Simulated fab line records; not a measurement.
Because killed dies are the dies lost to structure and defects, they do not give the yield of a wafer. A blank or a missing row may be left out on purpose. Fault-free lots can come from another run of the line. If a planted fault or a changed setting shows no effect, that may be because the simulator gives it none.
Chamber matching :: flow sky130 :: cmp-02 running SKY_VIA3_CMP_24: 4 sister chambers
The step polishes, stops on SiO2, t overpolish 20 s, target thk 0 nm. 14 wafers are shown with their chamber, then 7 later ones without.

## WAFERS, EACH WITH ITS CHAMBER
wafer: L268.1
chamber: 3
timeToEndpointS (s): 94
motorCurrentA (A): 11.4
platenRpm (rpm): 60.02

wafer: L268.2
chamber: 0
timeToEndpointS (s): 92
motorCurrentA (A): 10.8
platenRpm (rpm): 59.99

wafer: L268.5
chamber: 1
timeToEndpointS (s): 98
motorCurrentA (A): 10.4
platenRpm (rpm): 60.05

wafer: L270.1
chamber: 0
timeToEndpointS (s): 92
motorCurrentA (A): 10.9
platenRpm (rpm): 59.92

wafer: L270.3
chamber: 1
timeToEndpointS (s): 97
motorCurrentA (A): 10.9
platenRpm (rpm): 59.96

wafer: L270.6
chamber: 0
timeToEndpointS (s): 92
motorCurrentA (A): 11.0
platenRpm (rpm): 60.00

wafer: L276.1
chamber: 1
timeToEndpointS (s): 107
motorCurrentA (A): 10.7
platenRpm (rpm): 60.00

wafer: L276.2
chamber: 3
timeToEndpointS (s): 100
motorCurrentA (A): 10.9
platenRpm (rpm): 59.98

wafer: L276.6
chamber: 1
timeToEndpointS (s): 104
motorCurrentA (A): 10.5
platenRpm (rpm): 60.04

wafer: L283.1
chamber: 1
timeToEndpointS (s): 98
motorCurrentA (A): 11.2
platenRpm (rpm): 60.02

wafer: L283.5
chamber: 0
timeToEndpointS (s): 92
motorCurrentA (A): 11.3
platenRpm (rpm): 59.99

wafer: L283.6
chamber: 1
timeToEndpointS (s): 97
motorCurrentA (A): 10.4
platenRpm (rpm): 60.01

wafer: L286.2
chamber: 3
timeToEndpointS (s): 99
motorCurrentA (A): 11.3
platenRpm (rpm): 60.07

wafer: L286.4
chamber: 2
timeToEndpointS (s): 97
motorCurrentA (A): 10.9
platenRpm (rpm): 59.99

SIGNATURES (averages over the wafers above)
reading: timeToEndpointS
chamber 0: 92.00
chamber 1: 100.17
chamber 2: 97.00
chamber 3: 97.67
scatter within a chamber: 3.34

reading: motorCurrentA
chamber 0: 11.000
chamber 1: 10.683
chamber 2: 10.900
chamber 3: 11.200
scatter within a chamber: 0.281

reading: platenRpm
chamber 0: 59.9750
chamber 1: 60.0133
chamber 2: 59.9900
chamber 3: 60.0233
scatter within a chamber: 0.0365
Rule: for a wafer and a chamber, the distance is found by dividing, reading by reading, the gap between the wafer's reading and the chamber's mean by the reading's scatter, squaring, summing and taking the root. If the next closest chamber is less than 2 further off than the closest, the wafer can't be placed; otherwise it belongs to the closest. The scatter is the square root of a quotient: the sum, over the shown wafers, of each reading's squared deviation from its chamber's mean, divided by wafers minus chambers.

## WAFERS WHOSE CHAMBER IS MISSING
wafer: L286.5
timeToEndpointS (s): 99
motorCurrentA (A): 10.8
platenRpm (rpm): 60.09

wafer: L288.4
timeToEndpointS (s): 101
motorCurrentA (A): 10.4
platenRpm (rpm): 59.94

wafer: L288.5
timeToEndpointS (s): 97
motorCurrentA (A): 10.5
platenRpm (rpm): 59.98

wafer: L288.6
timeToEndpointS (s): 95
motorCurrentA (A): 10.7
platenRpm (rpm): 60.01

wafer: L289.1
timeToEndpointS (s): 96
motorCurrentA (A): 11.0
platenRpm (rpm): 59.99

wafer: L289.4
timeToEndpointS (s): 104
motorCurrentA (A): 10.6
platenRpm (rpm): 59.99

wafer: L289.5
timeToEndpointS (s): 97
motorCurrentA (A): 10.9
platenRpm (rpm): 60.02

## CHAMBER TAKEN BY EACH
wafer: L286.5
from the rows above: can't be placed: 1 or 3 or 2 or 0
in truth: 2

wafer: L288.4
from the rows above: can't be placed: 1 or 2 or 0 or 3
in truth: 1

wafer: L288.5
from the rows above: can't be placed: 2 or 1 or 0 or 3
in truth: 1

wafer: L288.6
from the rows above: can't be placed: 2 or 1 or 0 or 3
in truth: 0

wafer: L289.1
from the rows above: can't be placed: 2 or 3 or 0 or 1
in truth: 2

wafer: L289.4
from the rows above: can't be placed: 1 or 2 or 3
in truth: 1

wafer: L289.5
from the rows above: can't be placed: 2 or 3 or 1 or 0
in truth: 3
Correct placement for 0 of the 7. Not placeable from these rows: 7 (in 7, the candidates include the true chamber). Wrongly placed: 0.
